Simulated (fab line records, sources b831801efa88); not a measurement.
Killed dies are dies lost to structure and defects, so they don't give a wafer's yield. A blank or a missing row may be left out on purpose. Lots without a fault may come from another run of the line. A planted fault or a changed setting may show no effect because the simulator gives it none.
Which tool did it? | flow gf180mcu | 13 lots, 38 wafers sampled, at 6 steps of a route of 602

WHAT THE GAUGES READ, wafer by wafer
GF_STI_THK_MEAS_02.
lot  | measured    | on            | STI_OXIDATION_THK (nm)
L609 | day 1 14:25 | film_metro-03 | 10.37 10.46 10.47
L611 | day 2 01:23 | film_metro-01 | 10.47 10.50 10.41
L612 | day 2 08:11 | film_metro-04 | 9.86 10.00 9.86
L613 | day 2 08:13 | film_metro-03 | 9.90 9.90 10.17
L614 | day 2 16:22 | film_metro-01 | 10.35 10.06 10.29
L615 | day 2 21:42 | film_metro-01 | 10.26 10.31
L617 | day 3 07:16 | film_metro-03 | 10.07 10.41 10.19
L625 | day 4 23:27 | film_metro-03 | 10.30 10.17 10.16
L627 | day 5 07:38 | film_metro-03 | 10.00 10.05 9.93
L628 | day 5 15:47 | film_metro-03 | 10.00 9.83 9.80
L630 | day 6 00:17 | film_metro-04 | 9.77 9.85 9.99
L631 | day 6 04:13 | film_metro-03 | 9.93 10.00 10.07
L632 | day 6 06:46 | film_metro-03 | 9.66 9.82 9.84

GF_NWELL_TW_MEAS_11.
lot  | measured    | on            | NWELL_TW
L609 | day 3 18:10 | film_metro-04 | 1566 1561 1557
L611 | day 3 23:58 | film_metro-02 | 1564 1563 1566
L612 | day 4 12:27 | film_metro-02 | 1560 1559 1565
L613 | day 4 11:50 | film_metro-04 | 1561 1564 1566
L614 | day 4 21:40 | film_metro-01 | 1585 1590 1483
L615 | day 4 22:10 | film_metro-02 | 1451 1559
L617 | day 5 09:13 | film_metro-02 | 1557 1561 1455
L625 | day 7 08:42 | film_metro-04 | 1557 1546 1546
L627 | day 7 12:58 | film_metro-02 | 1565 1564 1562
L628 | day 7 19:25 | film_metro-02 | 1551 1560 1563
L630 | day 8 05:52 | film_metro-02 | 1549 1551 1548
L631 | day 8 08:34 | film_metro-04 | 1553 1544 1553
L632 | day 8 10:58 | film_metro-01 | 1580 1586 1591

GF_MVPSD_OVL_MEAS_07.
lot  | measured     | on         | MVPSD_OVL (nm)
L609 | day 5 08:20  | overlay-01 | 2.6 0.0 0.7
L611 | day 5 14:02  | overlay-02 | 2.2 1.5 1.9
L612 | day 6 01:53  | overlay-01 | -0.1 -0.6 -0.9
L613 | day 6 01:38  | overlay-01 | -0.3 -1.2 0.0
L614 | day 6 15:05  | overlay-01 | 1.3 1.8 2.4
L615 | day 6 15:34  | overlay-01 | 0.1 -1.2
L617 | day 7 04:45  | overlay-01 | 0.1 -1.2 0.1
L625 | day 9 08:28  | overlay-02 | 0.9 -1.0 -1.2
L627 | day 9 14:07  | overlay-01 | -0.7 -0.2 -2.3
L628 | day 9 18:55  | overlay-01 | 1.9 -0.6 0.9
L630 | day 10 08:27 | overlay-01 | -2.6 -1.3 1.8
L631 | day 10 10:41 | overlay-01 | 0.3 -0.4 0.5
L632 | day 10 14:40 | overlay-01 | -0.5 -0.8 0.7

GF_VT_IMPLANT_RS_MEAS_47: measures by four-point-probe.
lot  | measured     | on            | NWELL_RS (ohm/sq)
L609 | day 7 18:45  | film_metro-04 | 487.9 490.1 488.4
L611 | day 8 01:32  | film_metro-01 | 486.5 488.2 486.7
L612 | day 8 16:41  | film_metro-04 | 487.7 488.2 488.8
L613 | day 8 15:32  | film_metro-01 | 487.2 487.8 488.2
L614 | day 9 06:03  | film_metro-01 | 487.3 486.6 559.2
L615 | day 9 07:08  | film_metro-04 | 560.1 487.2
L617 | day 9 23:07  | film_metro-01 | 486.5 486.6 561.3
L625 | day 12 10:29 | film_metro-01 | 487.2 487.2 487.0
L627 | day 12 17:14 | film_metro-04 | 487.1 486.7 486.1
L628 | day 12 21:53 | film_metro-02 | 488.6 487.9 488.9
L630 | day 13 13:42 | film_metro-01 | 488.5 489.6 489.3
L631 | day 13 17:20 | film_metro-01 | 486.9 488.6 486.8
L632 | day 13 19:41 | film_metro-02 | 489.0 488.2 487.7

WHICH TOOL RAN EACH LOT (tool, then ch and the chambers of the sampled wafers, then the start)
lot  | GF_NWELL_IMPLANT_08            | GF_MVSD_STRIP_10
L609 | implanter-02 ch 0, day 3 17:46 | plasma_asher-01 ch 0,1, day 4 19:56
L611 | implanter-02 ch 0, day 3 23:36 | plasma_asher-02 ch 0,1, day 5 01:33
L612 | implanter-03 ch 0, day 4 12:03 | plasma_asher-01 ch 0,1, day 5 14:14
L613 | implanter-02 ch 0, day 4 11:29 | plasma_asher-01 ch 0,1, day 5 13:53
L614 | implanter-02 ch 0, day 4 21:18 | plasma_asher-01 ch 0,1, day 6 00:39
L615 | implanter-02 ch 0, day 4 21:46 | plasma_asher-01 ch 0,1, day 6 00:58
L617 | implanter-02 ch 0, day 5 08:50 | plasma_asher-01 ch 0,1, day 6 13:06
L625 | implanter-03 ch 0, day 7 08:18 | plasma_asher-03 ch 0,1, day 8 16:32
L627 | implanter-03 ch 0, day 7 12:34 | plasma_asher-01 ch 0,1, day 8 21:32
L628 | implanter-02 ch 0, day 7 19:01 | plasma_asher-02 ch 0,1, day 9 02:00
L630 | implanter-02 ch 0, day 8 05:29 | plasma_asher-03 ch 0, day 9 15:17
L631 | implanter-01 ch 0, day 8 08:10 | plasma_asher-02 ch 0,1, day 9 17:19
L632 | implanter-02 ch 0, day 8 10:36 | plasma_asher-01 ch 0,1, day 9 20:55
- GF_NWELL_IMPLANT_08
- GF_MVSD_STRIP_10: strips in O2/N2.

WHAT THE TOOLS THEMSELVES READ (means of the sampled wafers that have a number; where no wafer has one, the mark that the record gives instead)
GF_NWELL_IMPLANT_08.
lot  | tool         | beam_on_s (s) | faraday_current_uA
L609 | implanter-02 | 10.08         | 83.9
L611 | implanter-02 | 9.90          | 85.3
L612 | implanter-03 | 9.98          | 84.9
L613 | implanter-02 | 10.04         | 84.0
L614 | implanter-02 | 8.99          | 95.5
L615 | implanter-02 | 8.83          | 97.3
L617 | implanter-02 | 9.22          | 92.7
L625 | implanter-03 | 10.13         | 83.6
L627 | implanter-03 | 9.88          | 85.6
L628 | implanter-02 | 9.69          | 87.1
L630 | implanter-02 | 10.14         | 83.2
L631 | implanter-01 | 10.05         | 84.1
L632 | implanter-02 | 9.95          | 85.2

GF_MVSD_STRIP_10.
lot  | tool            | drypump_motor_current_A (A) | heater_power_w (W) | oes_product_au (a.u.) | strip_time_to_endpoint_s (s)
L609 | plasma_asher-01 | 5.7                         | 360                | 0.723                 | 37.08
L611 | plasma_asher-02 | 5.3                         | 367                | 0.727                 | 37.10
L612 | plasma_asher-01 | 5.6                         | 338                | 0.719                 | 37.02
L613 | plasma_asher-01 | 5.6                         | 339                | 0.723                 | 36.98
L614 | plasma_asher-01 | 5.7                         | 363                | 0.727                 | 36.98
L615 | plasma_asher-01 | 5.7                         | 356                | 0.724                 | 37.09
L617 | plasma_asher-01 | 5.7                         | 359                | 0.727                 | 37.06
L625 | plasma_asher-03 | 6.0                         | 348                | 0.721                 | 36.97
L627 | plasma_asher-01 | 5.7                         | 338                | 0.721                 | 37.03
L628 | plasma_asher-02 | 5.7                         | 355                | 0.722                 | 37.00
L630 | plasma_asher-03 | 6.4                         | 363                | 0.724                 | 37.00
L631 | plasma_asher-02 | 5.6                         | 359                | 0.722                 | 37.03
L632 | plasma_asher-01 | 5.7                         | 360                | 0.721                 | 37.07

THE ANSWER, worked out from the rows above alone
Rule: what is usual is taken from the lots themselves. Put in order of their means at a reading, lots are off if they are a third of the lots or fewer, leave a main group of 4 or more, and stand apart from it by a gap of 3 or more times the standard deviation of the main group's means; of several such gaps the widest counts. A main group whose means are all the same, to the digits that the tables above print for the reading, isn't used. A lot without any number at a reading at which 4 lots or more have one is off too. The other lots that the step has rows for count as sound. The gauges are gone through in route order, then the tools' own readings, and for those a lot's mean is taken as printed above. The first step at which some lot is off is used, and at that step the reading that is off furthest; a lot without a number counts as furthest.
Off: L614, L615, L617, at GF_VT_IMPLANT_RS_MEAS_47 (NWELL_RS). The main group: mean 487.9 ohm/sq, standard deviation 0.77.
A tool fits if, at a process step before that reading, it ran every lot that is off, and no sound lot after the first of them. The gauges at GF_VT_IMPLANT_RS_MEAS_47 aren't tried: what is off there is off at GF_NWELL_IMPLANT_08 too, on other tools, and a gauge's error can't cause that. None of those tried fits.

WHAT THE SIMULATOR HAD PUT IN
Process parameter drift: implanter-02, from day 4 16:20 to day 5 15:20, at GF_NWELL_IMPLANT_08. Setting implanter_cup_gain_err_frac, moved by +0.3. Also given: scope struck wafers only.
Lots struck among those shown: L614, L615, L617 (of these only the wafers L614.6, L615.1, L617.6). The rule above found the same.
